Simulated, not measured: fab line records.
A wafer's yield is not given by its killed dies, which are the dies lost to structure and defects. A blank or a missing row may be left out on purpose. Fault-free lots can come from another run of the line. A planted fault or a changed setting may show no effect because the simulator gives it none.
One fault seen from 2 desks || flow gf180mcu || each desk has only its own numbers; what lay behind them comes last

## FROM THE METROLOGY DESK
What the gauges read, lot by lot, whatever tool the lot ran on: means of the sampled wafers that have a number. If a lot's mean is further than 4 standard deviations from the usual mean, the lot is out of limits and carries the mark OUT (the distance appears in the brackets).
Columns: A = MVPSD_OVL at GF_MVPSD_OVL_MEAS_07, usual 0.3 nm; B = DUAL_GATE_OXIDATION_00_THK at GF_DUAL_GATE_THK_MEAS_03, usual 10.85 nm
{"lot": "L719", "first seen here": "day 5 18:37", "A": -0.8, "B": 10.88}
{"lot": "L720", "first seen here": "day 5 23:25", "A": 1.8, "B": 10.74}
{"lot": "L722", "first seen here": "day 6 11:06", "A": 0.7, "B": 10.76}
{"lot": "L723", "first seen here": "day 6 17:32", "A": 0.9, "B": 11.10}
{"lot": "L724", "first seen here": "day 7 01:34", "A": 1.5, "B": 10.90}
{"lot": "L725", "first seen here": "day 7 12:25", "A": -1.1, "B": 10.79}
{"lot": "L727", "first seen here": "day 7 21:02", "A": -0.1, "B": 10.79}
{"lot": "L728", "first seen here": "day 8 03:15", "A": 1.8, "B": 10.88}
{"lot": "L729", "first seen here": "day 8 07:22", "A": -0.6, "B": 11.04}
{"lot": "L735", "first seen here": "day 9 17:39", "A": -1.5, "B": "16.89 (+29) OUT"}
{"lot": "L736", "first seen here": "day 9 22:27", "A": -0.2, "B": "17.04 (+29) OUT"}
{"lot": "L737", "first seen here": "day 10 12:37", "A": 1.9, "B": "17.08 (+30) OUT"}
This desk's finding: out of limits on L735, L736, L737; first on L735, day 13 01:39 (DUAL_GATE_OXIDATION_00_THK at GF_DUAL_GATE_THK_MEAS_03). In limits: L719, L720, L722, L723, L724, L725, L727, L728, L729.

## DESK OF THE TOOL OWNER: furnace-01
The tool's own readings at GF_DUAL_GATE_OXIDATION_02 (stabilise 600 s, purge 300 s, target thk 10.887 nm): means of the sampled wafers that have a number, for each lot that ran on this tool. If a lot's mean is further than 4 standard deviations from the usual mean, the lot is out of limits and carries the mark OUT (the distance appears in the brackets).
Columns: A = spike tc centre C at GF_DUAL_GATE_OXIDATION_02, usual 900.8 C; B = zone power lower pct at GF_DUAL_GATE_OXIDATION_02, usual 17.5 %
{"lot": "L719", "first seen here": "day 8 09:59", "A": 901.2, "B": 18.0}
{"lot": "L720", "first seen here": "day 8 16:14", "A": 899.3, "B": 18.2}
{"lot": "L723", "first seen here": "day 9 13:16", "A": 899.9, "B": 18.1}
{"lot": "L724", "first seen here": "day 9 22:13", "A": 898.4, "B": 18.0}
{"lot": "L725", "first seen here": "day 10 08:47", "A": 900.1, "B": 18.0}
{"lot": "L735", "first seen here": "day 13 00:12", "A": 899.3, "B": 18.0}
{"lot": "L736", "first seen here": "day 13 03:19", "A": 901.1, "B": 17.9}
{"lot": "L737", "first seen here": "day 13 20:01", "A": 899.7, "B": 18.2}
Finding of this desk: none of the 8 lots has anything out of limits.

## BROUGHT TOGETHER
At day 13 01:39 the metrology desk could have sounded an alarm, on L735, L736, L737.
The tool owner's desk saw nothing out of limits.
The tool owner's desk has L735, L736, L737 on record, within its limits.
Every lot named ran GF_DUAL_GATE_OXIDATION_02 on furnace-01.

## WHAT WAS PUT IN BY THE SIMULATOR
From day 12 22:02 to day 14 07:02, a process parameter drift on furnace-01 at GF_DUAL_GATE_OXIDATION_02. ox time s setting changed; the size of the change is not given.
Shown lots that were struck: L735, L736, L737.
Delay in hours, fault start to first out-of-limits reading, per desk: metrology desk 4.
